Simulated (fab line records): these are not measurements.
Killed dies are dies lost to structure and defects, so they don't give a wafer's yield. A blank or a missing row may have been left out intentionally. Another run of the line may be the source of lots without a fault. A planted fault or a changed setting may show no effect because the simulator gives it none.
What tool caused it?    flow sky130    6 lots with 18 wafers sampled at 3 steps, on a route of 708 steps

== WHAT THE GAUGES SHOWED, per wafer ==
SKY_SONOS_ONO_THK_MEAS_05.
lot   measured      on             SONOS_ONO_CVD_04_THK (nm)
L497  day 13 03:50  film_metro-02  6.52 6.51 6.42
L499  day 13 21:25  film_metro-03  6.34 6.28 6.34
L509  day 17 05:33  film_metro-03  5.67 5.55 5.62
L511  day 17 12:43  film_metro-02  5.80 5.76 5.88
L513  day 18 14:38  film_metro-04  5.59 5.64 5.67
L515  day 18 22:34  film_metro-03  5.77 5.62 5.66

== EACH LOT AND THE TOOL THAT RAN IT (in order: tool; ch and the chambers of the sampled wafers; start) ==
lot   SKY_VT_ADJUST_PCH_STRIP_09            SKY_SONOS_ONO_CVD_04
L497  plasma_asher-03 ch 0,1, day 11 21:04  lpcvd-03 ch 1, day 13 02:34
L499  plasma_asher-02 ch 0,1, day 12 13:14  lpcvd-03 ch 1, day 13 20:05
L509  plasma_asher-04 ch 0,1, day 15 16:39  lpcvd-03 ch 0, day 17 04:18
L511  plasma_asher-02 ch 0,1, day 16 02:02  lpcvd-03 ch 0, day 17 11:26
L513  plasma_asher-03 ch 0,1, day 17 01:16  lpcvd-03 ch 1, day 18 13:23
L515  plasma_asher-04 ch 0,1, day 17 08:05  lpcvd-03 ch 1, day 18 21:19
- SKY_VT_ADJUST_PCH_STRIP_09: strips in O2/N2.
- SKY_SONOS_ONO_CVD_04: deposits SiO2 from SiH4/N2O, target thk 5.7199 nm.

== THE ANSWER, worked out from the rows above alone ==
Rule: usual is defined by the lots themselves. The widest of any qualifying gaps counts: lots, ordered by their means at a reading, are off when they make up no more than a third of the lots, leave a main group of 4 or more, and stand apart from it by 3 or more times the standard deviation of that group's means. The tables above print the reading to a certain number of digits; a main group whose means all agree to those digits is not used. Also off: a lot with no number at a reading for which 4 or more lots have one. Any other lot the step has rows for is counted as sound.
Off: at SKY_SONOS_ONO_THK_MEAS_05 (SONOS_ONO_CVD_04_THK), L497, L499. For the main group the mean is 5.69 nm and the standard deviation 0.078.
If a tool, at a process step before that reading, ran all the lots that are off and no sound lot after the first of them, it fits. Gauges at SKY_SONOS_ONO_THK_MEAS_05: tried the same way as those tools. Of those tried, none fits.

== WHAT THE SIMULATOR HAD INSERTED ==
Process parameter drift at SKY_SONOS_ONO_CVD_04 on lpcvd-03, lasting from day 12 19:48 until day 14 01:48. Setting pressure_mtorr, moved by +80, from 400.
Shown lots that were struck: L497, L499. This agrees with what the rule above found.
